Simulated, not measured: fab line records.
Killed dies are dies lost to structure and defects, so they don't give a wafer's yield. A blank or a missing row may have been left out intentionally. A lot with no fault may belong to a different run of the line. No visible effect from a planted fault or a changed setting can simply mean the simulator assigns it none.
Which of the tools did it? || flow sky130 || Sampling: 12 lots, 36 wafers, 5 of 708 route steps

## WHAT THE GAUGES READ, wafer by wafer
SKY_VT_ADJUST_HVTP_CD_MEAS_07: the cd target is 380 nm.
{"lot": "L783", "measured": "day 6 01:44", "on": "cd sem-01", "cd nm (nm)": "378.1 379.1 378.8"}
{"lot": "L784", "measured": "day 6 06:00", "on": "cd sem-01", "cd nm (nm)": "383.1 386.3 383.9"}
{"lot": "L785", "measured": "day 6 12:19", "on": "cd sem-01", "cd nm (nm)": "383.6 382.6 381.6"}
{"lot": "L787", "measured": "day 7 09:57", "on": "cd sem-01", "cd nm (nm)": "378.9 378.9 379.1"}
{"lot": "L788", "measured": "day 7 10:27", "on": "cd sem-02", "cd nm (nm)": "381.2 381.7 381.9"}
{"lot": "L789", "measured": "day 7 13:15", "on": "cd sem-01", "cd nm (nm)": "378.2 379.5 376.5"}
{"lot": "L790", "measured": "day 7 22:09", "on": "cd sem-02", "cd nm (nm)": "383.8 384.1 385.1"}
{"lot": "L791", "measured": "day 8 12:08", "on": "cd sem-02", "cd nm (nm)": "381.3 382.1 381.7"}
{"lot": "L801", "measured": "day 11 04:01", "on": "cd sem-01", "cd nm (nm)": "380.2 380.7 380.0"}
{"lot": "L804", "measured": "day 11 18:26", "on": "cd sem-01", "cd nm (nm)": "378.8 378.8 380.0"}
{"lot": "L805", "measured": "day 11 19:34", "on": "cd sem-02", "cd nm (nm)": "377.0 377.9 376.3"}
{"lot": "L806", "measured": "day 12 11:01", "on": "cd sem-01", "cd nm (nm)": "382.0 379.2 378.6"}

SKY_GATE_OXIDE_TW_MEAS_14.
{"lot": "L783", "measured": "day 13 20:19", "on": "film metro-01", "GATE_OXIDE_TW": "224.1 225.3 223.7"}
{"lot": "L784", "measured": "day 13 20:35", "on": "film metro-03", "GATE_OXIDE_TW": "223.6 223.2 222.2"}
{"lot": "L785", "measured": "day 14 13:14", "on": "film metro-01", "GATE_OXIDE_TW": "224.9 226.7 225.4"}
{"lot": "L787", "measured": "day 15 15:25", "on": "film metro-01", "GATE_OXIDE_TW": "224.2 226.5 226.9"}
{"lot": "L788", "measured": "day 15 15:32", "on": "film metro-04", "GATE_OXIDE_TW": "228.2 227.9 228.3"}
{"lot": "L789", "measured": "day 15 16:53", "on": "film metro-01", "GATE_OXIDE_TW": "226.6 226.7 226.3"}
{"lot": "L790", "measured": "day 16 11:18", "on": "film metro-03", "GATE_OXIDE_TW": "200.9 200.6 201.4"}
{"lot": "L791", "measured": "day 17 03:50", "on": "film metro-04", "GATE_OXIDE_TW": "205.9 208.2 206.8"}
{"lot": "L801", "measured": "day 20 13:38", "on": "film metro-01", "GATE_OXIDE_TW": "226.4 227.3 225.0"}
{"lot": "L804", "measured": "day 21 16:51", "on": "film metro-01", "GATE_OXIDE_TW": "226.7 228.2 225.8"}
{"lot": "L805", "measured": "day 21 17:10", "on": "film metro-03", "GATE_OXIDE_TW": "222.9 222.9 223.7"}
{"lot": "L806", "measured": "day 22 03:02", "on": "film metro-01", "GATE_OXIDE_TW": "226.1 226.8 226.4"}

SKY_POLY_GATE_CD_MEAS_22.
{"lot": "L783", "measured": "day 16 15:40", "on": "cd sem-02", "cd nm (nm)": "150.6 147.3 148.7"}
{"lot": "L784", "measured": "day 16 15:47", "on": "cd sem-01", "cd nm (nm)": "151.4 149.3 149.6"}
{"lot": "L785", "measured": "day 17 08:19", "on": "cd sem-01", "cd nm (nm)": "150.8 147.8 146.8"}
{"lot": "L787", "measured": "day 18 12:20", "on": "cd sem-02", "cd nm (nm)": "147.7 144.0 146.4"}
{"lot": "L788", "measured": "day 18 12:30", "on": "cd sem-02", "cd nm (nm)": "146.4 150.5 149.2"}
{"lot": "L789", "measured": "day 18 12:25", "on": "cd sem-01", "cd nm (nm)": "148.6 153.4 146.7"}
{"lot": "L790", "measured": "day 19 14:35", "on": "cd sem-02", "cd nm (nm)": "149.5 148.4 147.6"}
{"lot": "L791", "measured": "day 20 03:02", "on": "cd sem-01", "cd nm (nm)": "150.1 146.6 146.5"}
{"lot": "L801", "measured": "day 23 11:30", "on": "cd sem-01", "cd nm (nm)": "149.2 147.4 152.7"}
{"lot": "L804", "measured": "day 24 11:33", "on": "cd sem-02", "cd nm (nm)": "150.9 148.0 147.5"}
{"lot": "L805", "measured": "day 24 13:54", "on": "cd sem-02", "cd nm (nm)": "149.6 147.7 149.8"}
{"lot": "L806", "measured": "day 24 21:54", "on": "cd sem-01", "cd nm (nm)": "156.1 153.4 153.1"}

## EACH LOT AND THE TOOL THAT RAN IT (in order: tool; ch and the chambers of the sampled wafers; start)
{"lot": "L783", "SKY_GATE_OXIDE_IMPLANT_11": "implanter-03 ch 0, day 13 19:59", "SKY_POLY_GATE_ETCH_16": "rie diel-02 ch 0,3, day 16 10:29"}
{"lot": "L784", "SKY_GATE_OXIDE_IMPLANT_11": "implanter-02 ch 0, day 13 20:13", "SKY_POLY_GATE_ETCH_16": "rie diel-04 ch 1,2,3, day 16 12:01"}
{"lot": "L785", "SKY_GATE_OXIDE_IMPLANT_11": "implanter-04 ch 0, day 14 12:52", "SKY_POLY_GATE_ETCH_16": "rie diel-02 ch 1,2,3, day 17 04:01"}
{"lot": "L787", "SKY_GATE_OXIDE_IMPLANT_11": "implanter-03 ch 0, day 15 15:04", "SKY_POLY_GATE_ETCH_16": "rie diel-01 ch 0,1,3, day 18 07:56"}
{"lot": "L788", "SKY_GATE_OXIDE_IMPLANT_11": "implanter-04 ch 0, day 15 15:05", "SKY_POLY_GATE_ETCH_16": "rie diel-02 ch 0,1,3, day 18 10:10"}
{"lot": "L789", "SKY_GATE_OXIDE_IMPLANT_11": "implanter-02 ch 0, day 15 16:32", "SKY_POLY_GATE_ETCH_16": "rie diel-04 ch 0,1,2, day 18 09:14"}
{"lot": "L790", "SKY_GATE_OXIDE_IMPLANT_11": "implanter-03 ch 0, day 16 10:56", "SKY_POLY_GATE_ETCH_16": "rie diel-01 ch 0,3, day 19 10:34"}
{"lot": "L791", "SKY_GATE_OXIDE_IMPLANT_11": "implanter-03 ch 0, day 17 03:31", "SKY_POLY_GATE_ETCH_16": "rie diel-02 ch 0,2,3, day 19 22:35"}
{"lot": "L801", "SKY_GATE_OXIDE_IMPLANT_11": "implanter-02 ch 0, day 20 13:19", "SKY_POLY_GATE_ETCH_16": "rie diel-04 ch 0,1,3, day 23 09:23"}
{"lot": "L804", "SKY_GATE_OXIDE_IMPLANT_11": "implanter-03 ch 0, day 21 16:30", "SKY_POLY_GATE_ETCH_16": "rie diel-04 ch 0,1,2, day 24 09:56"}
{"lot": "L805", "SKY_GATE_OXIDE_IMPLANT_11": "implanter-04 ch 0, day 21 16:49", "SKY_POLY_GATE_ETCH_16": "rie diel-01 ch 1,2, day 24 12:17"}
{"lot": "L806", "SKY_GATE_OXIDE_IMPLANT_11": "implanter-03 ch 0, day 22 02:41", "SKY_POLY_GATE_ETCH_16": "rie diel-02 ch 0,1,3, day 24 20:10"}
- SKY_GATE_OXIDE_IMPLANT_11
- SKY_POLY_GATE_ETCH_16: etches Si3N4 in CH3F/O2, stops on poly-Si, time 147.5 s, target depth 75 nm.

## WHAT THE TOOLS THEMSELVES READ (means of the sampled wafers that have a number; where no wafer has one, the mark that the record gives instead)
SKY_GATE_OXIDE_IMPLANT_11.
{"lot": "L783", "tool": "implanter-03", "beam energy keV": 9.999, "dose ions cm2": 2.6022e+12, "faraday current uA": 14.6}
{"lot": "L784", "tool": "implanter-02", "beam energy keV": 10.001, "dose ions cm2": 2.6028e+12, "faraday current uA": 14.9}
{"lot": "L785", "tool": "implanter-04", "beam energy keV": 9.998, "dose ions cm2": 2.6034e+12, "faraday current uA": 15.0}
{"lot": "L787", "tool": "implanter-03", "beam energy keV": 9.997, "dose ions cm2": 2.5996e+12, "faraday current uA": 14.8}
{"lot": "L788", "tool": "implanter-04", "beam energy keV": 10.000, "dose ions cm2": 2.5986e+12, "faraday current uA": 14.9}
{"lot": "L789", "tool": "implanter-02", "beam energy keV": 9.997, "dose ions cm2": 2.6010e+12, "faraday current uA": 14.8}
{"lot": "L790", "tool": "implanter-03", "beam energy keV": 9.997, "dose ions cm2": 1.8244e+12, "faraday current uA": 10.2}
{"lot": "L791", "tool": "implanter-03", "beam energy keV": 9.998, "dose ions cm2": 1.8259e+12, "faraday current uA": 10.5}
{"lot": "L801", "tool": "implanter-02", "beam energy keV": 10.002, "dose ions cm2": 2.5998e+12, "faraday current uA": 14.4}
{"lot": "L804", "tool": "implanter-03", "beam energy keV": 10.002, "dose ions cm2": 2.5982e+12, "faraday current uA": 14.2}
{"lot": "L805", "tool": "implanter-04", "beam energy keV": 10.004, "dose ions cm2": 2.6010e+12, "faraday current uA": 14.6}
{"lot": "L806", "tool": "implanter-03", "beam energy keV": 9.997, "dose ions cm2": 2.6029e+12, "faraday current uA": 14.4}

SKY_POLY_GATE_ETCH_16.
{"lot": "L783", "tool": "rie diel-02", "O2_flow_sccm (sccm)": 30.07, "chamber pressure mTorr (mTorr)": 25.003, "drypump motor current A (A)": 5.7, "oes product au (a.u.)": 0.638, "throttle valve pct (%)": 10.529}
{"lot": "L784", "tool": "rie diel-04", "O2_flow_sccm (sccm)": 29.97, "chamber pressure mTorr (mTorr)": 25.005, "drypump motor current A (A)": 6.0, "oes product au (a.u.)": 0.632, "throttle valve pct (%)": 10.532}
{"lot": "L785", "tool": "rie diel-02", "O2_flow_sccm (sccm)": 29.99, "chamber pressure mTorr (mTorr)": 24.997, "drypump motor current A (A)": 5.7, "oes product au (a.u.)": 0.641, "throttle valve pct (%)": 10.534}
{"lot": "L787", "tool": "rie diel-01", "O2_flow_sccm (sccm)": 29.98, "chamber pressure mTorr (mTorr)": 24.990, "drypump motor current A (A)": 5.2, "oes product au (a.u.)": 0.639, "throttle valve pct (%)": 10.533}
{"lot": "L788", "tool": "rie diel-02", "O2_flow_sccm (sccm)": 30.07, "chamber pressure mTorr (mTorr)": 24.986, "drypump motor current A (A)": 5.7, "oes product au (a.u.)": 0.637, "throttle valve pct (%)": 10.536}
{"lot": "L789", "tool": "rie diel-04", "O2_flow_sccm (sccm)": 29.92, "chamber pressure mTorr (mTorr)": 25.017, "drypump motor current A (A)": 5.9, "oes product au (a.u.)": 0.637, "throttle valve pct (%)": 10.528}
{"lot": "L790", "tool": "rie diel-01", "O2_flow_sccm (sccm)": 29.98, "chamber pressure mTorr (mTorr)": 25.003, "drypump motor current A (A)": 5.3, "oes product au (a.u.)": 0.639, "throttle valve pct (%)": 10.525}
{"lot": "L791", "tool": "rie diel-02", "O2_flow_sccm (sccm)": 29.94, "chamber pressure mTorr (mTorr)": 24.995, "drypump motor current A (A)": 5.4, "oes product au (a.u.)": 0.642, "throttle valve pct (%)": 10.531}
{"lot": "L801", "tool": "rie diel-04", "O2_flow_sccm (sccm)": 30.03, "chamber pressure mTorr (mTorr)": 25.003, "drypump motor current A (A)": 5.9, "oes product au (a.u.)": 0.643, "throttle valve pct (%)": 10.537}
{"lot": "L804", "tool": "rie diel-04", "O2_flow_sccm (sccm)": 29.98, "chamber pressure mTorr (mTorr)": 24.997, "drypump motor current A (A)": 5.9, "oes product au (a.u.)": 0.637, "throttle valve pct (%)": 10.530}
{"lot": "L805", "tool": "rie diel-01", "O2_flow_sccm (sccm)": 30.09, "chamber pressure mTorr (mTorr)": 24.983, "drypump motor current A (A)": 5.2, "oes product au (a.u.)": 0.637, "throttle valve pct (%)": 10.527}
{"lot": "L806", "tool": "rie diel-02", "O2_flow_sccm (sccm)": 29.99, "chamber pressure mTorr (mTorr)": 25.005, "drypump motor current A (A)": 5.7, "oes product au (a.u.)": 0.639, "throttle valve pct (%)": 10.532}

## THE ANSWER, worked out from the rows above alone
Rule: what is usual is taken from the lots themselves. Put in order of their means at a reading, lots are off if they are a third of the lots or fewer, leave a main group of 4 or more, and stand apart from it by a gap of 3 or more times the standard deviation of the main group's means; of several such gaps the widest counts. A main group is skipped when, at the precision printed for the reading in the tables above, its means are all equal. A lot without any number at a reading at which 4 lots or more have one is off too. All remaining lots with rows at the step are treated as sound. Order of review: gauges by route order, followed by the tools' own readings, for which a lot's mean as printed above is used. The first step at which some lot is off is used, and at that step the reading that is off furthest; a lot without a number counts as furthest.
Off: L790, L791, seen at SKY_GATE_OXIDE_TW_MEAS_14 (GATE_OXIDE_TW). Mean 225.6 and standard deviation 1.6 in the main group.
A tool fits if, at a process step before that reading, it ran every lot that is off, and no sound lot after the first of them. Not tried: the gauges at SKY_GATE_OXIDE_TW_MEAS_14; whatever is off there is also off at SKY_GATE_OXIDE_IMPLANT_11, on other tools, and gauge error can't account for it. None of those tried fits.

## WHAT THE SIMULATOR HAD PUT IN
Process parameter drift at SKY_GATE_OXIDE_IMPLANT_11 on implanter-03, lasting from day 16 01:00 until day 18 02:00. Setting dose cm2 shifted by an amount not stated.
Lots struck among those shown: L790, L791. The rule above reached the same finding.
